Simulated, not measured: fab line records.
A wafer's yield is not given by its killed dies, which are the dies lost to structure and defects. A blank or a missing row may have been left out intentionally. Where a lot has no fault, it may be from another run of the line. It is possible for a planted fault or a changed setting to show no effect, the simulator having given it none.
Chamber matching :: flow sky130 :: rie diel-02 running SKY_VIA3_ETCH_14: 4 sister chambers
The step etches BARC in N2/H2, stops on SiO2, time 45.9 s, target depth 60 nm. 7 wafers are shown with their chamber, then 7 later ones without.

WAFERS PAIRED WITH THEIR CHAMBERS
wafer: L338.5
chamber: 0
drypump motor current A (A): 5.7
oes product au (a.u.): 0.853

wafer: L346.4
chamber: 3
drypump motor current A (A): 5.0
oes product au (a.u.): 0.859

wafer: L349.1
chamber: 1
drypump motor current A (A): 5.3
oes product au (a.u.): 0.861

wafer: L349.4
chamber: 2
drypump motor current A (A): 5.6
oes product au (a.u.): 0.860

wafer: L349.6
chamber: 1
drypump motor current A (A): 5.3
oes product au (a.u.): 0.857

wafer: L351.2
chamber: 3
drypump motor current A (A): 5.1
oes product au (a.u.): 0.857

wafer: L351.3
chamber: 2
drypump motor current A (A): 5.6
oes product au (a.u.): 0.855

WAFERS WITH NO CHAMBER GIVEN
wafer: L351.4
drypump motor current A (A): 5.7
oes product au (a.u.): 0.855

wafer: L357.1
drypump motor current A (A): 5.6
oes product au (a.u.): 0.858

wafer: L357.2
drypump motor current A (A): 5.3
oes product au (a.u.): 0.858

wafer: L357.6
drypump motor current A (A): 5.0
oes product au (a.u.): 0.853

wafer: L360.1
drypump motor current A (A): 5.0
oes product au (a.u.): 0.856

wafer: L360.3
drypump motor current A (A): 5.6
oes product au (a.u.): 0.861

wafer: L360.5
drypump motor current A (A): 5.6
oes product au (a.u.): 0.858

EACH ONE'S CHAMBER
wafer: L351.4
from the rows above: can't be placed: 0 or 2
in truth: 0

wafer: L357.1
from the rows above: 2
in truth: 2

wafer: L357.2
from the rows above: 1
in truth: 1

wafer: L357.6
from the rows above: 3
in truth: 3

wafer: L360.1
from the rows above: 3
in truth: 3

wafer: L360.3
from the rows above: 2
in truth: 2

wafer: L360.5
from the rows above: 2
in truth: 2
6 of 7 placed correctly. Not placeable from these rows: 1 (in 1, the candidates include the true chamber). Wrongly placed: 0.
How it was worked out, from the rows above alone: a wafer's distance from a chamber is the root of the sum, over the readings, of the square of ((its reading less the chamber's mean) divided by the reading's scatter). If the next closest chamber is less than 2 further off than the closest, the wafer can't be placed; otherwise it belongs to the closest. Each chamber's mean is taken over the wafers shown for it. How the scatter is found: for the shown wafers, subtract from each reading the mean of its chamber, square and add these, divide the total by (wafers less chambers), then take the root.
